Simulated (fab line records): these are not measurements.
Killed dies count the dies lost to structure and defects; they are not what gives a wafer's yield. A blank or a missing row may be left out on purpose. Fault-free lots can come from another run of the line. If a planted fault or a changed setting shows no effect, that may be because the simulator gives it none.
Struck lot and sound lot, side by side	flow sky130	19 steps out of a route of 708
Sound: the wafers L877.1, L877.2, L877.5. Wafers L882.1, L882.5, L882.6 were the ones struck. The cause comes at the end.
Per side, at each step with rows, come the tool, then ch with its chambers, and then its first start. Under that, the readings that differ: sound wafers	struck wafers	difference of the means	sigmas: that difference in standard deviations of wafers without a fault.
alike: readings with means less than 2 such deviations apart, plus words and numbers identical on both sides. not compared: withheld readings, readings lacking a value on some wafer, bounds such as >300 that could conceal the same value, and numbers that have no deviation in the record and whose values overlap.
Wherever a step has rows on one side only, a row that says differs or no value, or a row with sigmas, the two part there. Numbers that have no deviation but don't overlap get no sigmas and don't part them. Lack of a reading on every wafer of one side parts them only where that side has two or more wafers.

first, 5 steps without rows for these wafers: SKY_VIA4_ETCH_12 (etches SiO2 in C4F8/O2/Ar, stops on TiN, target depth 580 nm); SKY_VIA4_STRIP_13 (strips in O2/N2); SKY_VIA4_STRIP_14 (strips in post etch residue remover, time 1200 s); SKY_VIA4_CLEAN_15 (cleans in IPA, time 180 s); SKY_VIA4_CLEAN_16 (cleans in O3/DIW).
SKY_VIA4_SPUTTER_17: material TiN, target thk 20 nm, time 80 s.
  struck on pvdSputter-02, day 46 13:19; sound on pvdSputter-02, day 45 09:21
  alike: cathodeDcPowerW, chamberPressurePa, throttleValvePct
SKY_VIA4_CVD_18: deposits W, target thk 505 nm, time 152.14 s.
  sound on cvdW-01 ch 0,1, day 45 09:25; struck on cvdW-02 ch 0,1, day 46 13:22
  alike: heaterPowerW
SKY_VIA4_RS_MEAS_19: the measuring method here is four-point-probe.
  struck on filmMetro-04, day 46 13:31; sound on filmMetro-01, day 45 09:34
  alike: VIA4_W_RS
SKY_VIA4_THK_MEAS_20: measures by xrf.
  struck on filmMetro-04, day 46 13:38; sound on filmMetro-01, day 45 09:41
  alike: VIA4_W_THK
then, 1 step without rows for these wafers: SKY_VIA4_CMP_21 (polishes, stops on SiO2, t overpolish 25 s, target thk 0 nm).
SKY_METAL5_SPUTTER_00: material Ti, target thk 15 nm, time 10 s.
  struck on pvdSputter-04, day 46 14:07; sound on pvdSputter-01, day 45 10:02
  alike: cathodeDcPowerW, chamberPressurePa, throttleValvePct
then, 1 step without rows for these wafers: SKY_METAL5_SPUTTER_01 (material TiN, target thk 20 nm, time 16.7 s).
SKY_METAL5_SPUTTER_02: material AlCu, target thk 1150 nm, time 61.2 s.
  struck on pvdSputter-04, day 46 14:10; sound on pvdSputter-01, day 45 10:05
  no value came back on the struck wafers for cathodeDcPowerW (W), chamberPressurePa (Pa), throttleValvePct (%); on the sound wafers cathodeDcPowerW (W) reads 10603 10598 10596
SKY_METAL5_SPUTTER_03: material Ti, target thk 5 nm, time 3.3 s.
  struck on pvdSputter-04, day 46 14:13; sound on pvdSputter-01, day 45 10:08
  alike: cathodeDcPowerW, chamberPressurePa, throttleValvePct
SKY_METAL5_SPUTTER_04: material TiN, target thk 70 nm, time 58.3 s.
  struck on pvdSputter-04, day 46 14:14; sound on pvdSputter-01, day 45 10:10
  alike: cathodeDcPowerW, chamberPressurePa, throttleValvePct
SKY_METAL5_RS_MEAS_05: the measuring method here is four-point-probe.
  struck on filmMetro-04, day 46 14:17; sound on filmMetro-02, day 45 10:13
reading	sound	struck	difference	sigmas
METAL5_ALCU_RS (ohm/sq)	0.02683 0.02693 0.02703	8.6679 8.6625 8.6975	+8.6490	+99 or more
SKY_METAL5_THK_MEAS_06: measures by xrf.
  struck on filmMetro-04, day 46 14:25; sound on filmMetro-02, day 45 10:20
reading	sound	struck	difference	sigmas
METAL5_ALCU_THK (nm)	1181 1173 1176	<0 <0 <0	differs	
then, 1 step without rows for these wafers: SKY_METAL5_DEHYDRATE_07 (time 60 s).
-- the record jumps here: 3 days lie between the struck wafers' starts before and after (it left off in module METAL5 and takes up again in module PAD_OPEN, whose first step shown is number 708 of the route) --
SKY_PAD_OPEN_PROBE_99:
  the record has rows for the struck wafers here (prober-02, day 49 04:17) and none for the sound ones

== WHERE THEY PART ==
Last at SKY_PAD_OPEN_PROBE_99 as far as this record goes, first at SKY_METAL5_SPUTTER_02.

WHY: the cause the simulator had injected
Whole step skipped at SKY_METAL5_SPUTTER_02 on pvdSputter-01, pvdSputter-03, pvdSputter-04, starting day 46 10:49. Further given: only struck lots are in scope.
